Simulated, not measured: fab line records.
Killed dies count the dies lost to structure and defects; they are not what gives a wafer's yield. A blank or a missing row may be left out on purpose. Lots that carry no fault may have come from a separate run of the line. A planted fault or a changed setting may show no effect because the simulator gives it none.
Split-lot trial / flow sky130 / on a route of 708 steps: 5 lots, 23 wafers read

== THE SPLIT ITSELF ==
At SKY_LI_CONTACT_EXPOSE_09 (exposes mask LICM1, target cd 170 nm), the setting dose mj was moved away from the recipe's 38 on 12 of the 23 wafers read, by -5.9% to -3.6%. The other wafers ran this setting at the recipe's value.

== FROM THE SPLIT TO THE READING: what the file shows between them, 2 steps ==
- SKY_LI_CONTACT_PEB_10
- SKY_LI_CONTACT_DEVELOP_11: develop time 60 s

== THE READING ==
Shown in nm: cd nm at SKY_LI_CONTACT_CD_MEAS_12, with target cd 170 nm. Fault-free wafers of this fab line usually give 169.2 nm, standard deviation 1.5 nm.

wafer=L077.1; tool, chamber at the split=krf scanner-02, 0; dose mj as run=38; against the recipe=recipe; cd nm, nm=170.5; against lot-mates on the recipe=-
wafer=L077.2; tool, chamber at the split=krf scanner-02, 0; dose mj as run=35.83; against the recipe=-5.7%; cd nm, nm=159.2; against lot-mates on the recipe=-10.9
wafer=L077.3; tool, chamber at the split=krf scanner-02, 0; dose mj as run=38; against the recipe=recipe; cd nm, nm=169.7; against lot-mates on the recipe=-
wafer=L077.5; tool, chamber at the split=krf scanner-02, 0; dose mj as run=35.83; against the recipe=-5.7%; cd nm, nm=159.6; against lot-mates on the recipe=-10.5
wafer=L077.6; tool, chamber at the split=krf scanner-02, 0; dose mj as run=35.83; against the recipe=-5.7%; cd nm, nm=159.3; against lot-mates on the recipe=-10.8
wafer=L080.2; tool, chamber at the split=krf scanner-02, 0; dose mj as run=38; against the recipe=recipe; cd nm, nm=169.8; against lot-mates on the recipe=-
wafer=L080.4; tool, chamber at the split=krf scanner-02, 0; dose mj as run=38; against the recipe=recipe; cd nm, nm=167.1; against lot-mates on the recipe=-
wafer=L080.5; tool, chamber at the split=krf scanner-02, 0; dose mj as run=38; against the recipe=recipe; cd nm, nm=169.3; against lot-mates on the recipe=-
wafer=L082.1; tool, chamber at the split=krf scanner-02, 0; dose mj as run=36.65; against the recipe=-3.6%; cd nm, nm=162.1; against lot-mates on the recipe=-8.1
wafer=L082.3; tool, chamber at the split=krf scanner-02, 0; dose mj as run=36.65; against the recipe=-3.6%; cd nm, nm=164.3; against lot-mates on the recipe=-5.9
wafer=L082.4; tool, chamber at the split=krf scanner-02, 0; dose mj as run=38; against the recipe=recipe; cd nm, nm=170.5; against lot-mates on the recipe=-
wafer=L082.5; tool, chamber at the split=krf scanner-02, 0; dose mj as run=36.65; against the recipe=-3.6%; cd nm, nm=163.1; against lot-mates on the recipe=-7.1
wafer=L082.6; tool, chamber at the split=krf scanner-02, 0; dose mj as run=38; against the recipe=recipe; cd nm, nm=169.9; against lot-mates on the recipe=-
wafer=L084.1; tool, chamber at the split=krf scanner-01, 0; dose mj as run=38; against the recipe=recipe; cd nm, nm=167.2; against lot-mates on the recipe=-
wafer=L084.2; tool, chamber at the split=krf scanner-01, 0; dose mj as run=36.14; against the recipe=-4.9%; cd nm, nm=159.4; against lot-mates on the recipe=-7.8
wafer=L084.3; tool, chamber at the split=krf scanner-01, 0; dose mj as run=38; against the recipe=recipe; cd nm, nm=167.3; against lot-mates on the recipe=-
wafer=L084.5; tool, chamber at the split=krf scanner-01, 0; dose mj as run=36.14; against the recipe=-4.9%; cd nm, nm=158.0; against lot-mates on the recipe=-9.2
wafer=L084.6; tool, chamber at the split=krf scanner-01, 0; dose mj as run=36.14; against the recipe=-4.9%; cd nm, nm=160.3; against lot-mates on the recipe=-6.9
wafer=L085.1; tool, chamber at the split=krf scanner-02, 0; dose mj as run=38; against the recipe=recipe; cd nm, nm=170.6; against lot-mates on the recipe=-
wafer=L085.2; tool, chamber at the split=krf scanner-02, 0; dose mj as run=35.77; against the recipe=-5.9%; cd nm, nm=159.3; against lot-mates on the recipe=-11.0
wafer=L085.3; tool, chamber at the split=krf scanner-02, 0; dose mj as run=35.77; against the recipe=-5.9%; cd nm, nm=159.6; against lot-mates on the recipe=-10.8
wafer=L085.4; tool, chamber at the split=krf scanner-02, 0; dose mj as run=35.77; against the recipe=-5.9%; cd nm, nm=159.6; against lot-mates on the recipe=-10.8
wafer=L085.5; tool, chamber at the split=krf scanner-02, 0; dose mj as run=38; against the recipe=recipe; cd nm, nm=170.1; against lot-mates on the recipe=-

FIT RESULTS
A straight line over all 23 wafers: cd nm changes by +1.78 nm for each +1% of dose mj; r = +0.97; the points scatter about the line by 1.2 nm.
The same after taking each lot's own level away (the mean of its wafers on the recipe; 23 wafers): +1.82 nm for each +1%; r = +0.99; scatter 0.81 nm.
That fit puts the effect of the largest move of dose mj on the reading at 11 nm.
Across the lots, their own levels run from 167.25 to 170.35 nm, a range of 2.1 times the standard deviation given above.
The two slopes are in agreement: the lot-to-lot level therefore moves the slope only a little.
Check: -10.7 nm against its lot-mates is what the line predicts for one of the wafers moved furthest among these (-5.9%) when that wafer is left out of the fit. It came out at -11 nm against them.

== THE OTHER SPLITS THESE WAFERS WENT THROUGH ==
Before the reading, these wafers also passed through other splits. Each is held against what the fit with the lots' levels taken away leaves over:
other split on the same wafers=SKY_SD_P_IMPLANT_09 dose cm2; wafers away from the commonest value=7; r with cd nm (lot level and that fit taken away)=-0.10
other split on the same wafers=SKY_RES_XHIGH_IMPLANT_07 energy kev; wafers away from the commonest value=9; r with cd nm (lot level and that fit taken away)=+0.07
other split on the same wafers=SKY_SD_N_IMPLANT_09 energy kev; wafers away from the commonest value=8; r with cd nm (lot level and that fit taken away)=-0.14
other split on the same wafers=SKY_SD_N_STRIP_11 power w; wafers away from the commonest value=8; r with cd nm (lot level and that fit taken away)=-0.05
other split on the same wafers=SKY_LI_CONTACT_HDPCVD_00 time s; wafers away from the commonest value=11; r with cd nm (lot level and that fit taken away)=+0.02

== THE WHOLE CHAIN: every reading that the file lists as answering this split, in the file's order ==
step=SKY_LI_CONTACT_CD_MEAS_12; what it does=target cd 170 nm; reading=cd nm; change (the file's fit)=+1.83 nm for each +1% of the setting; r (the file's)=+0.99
step=SKY_LI_CONTACT_ETCH_14; what it does=etches BARC in N2/H2, stops on SiO2, time 45.9 s, target depth 60 nm; reading=LI_CONTACT.cd nm (the simulator's own value, which no gauge read); change (the file's fit)=+1.85 nm for each +1% of the setting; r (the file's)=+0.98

== FILE'S OWN FIT ==
cd nm changes by +1.83 nm for each +1% of dose mj, r = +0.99.
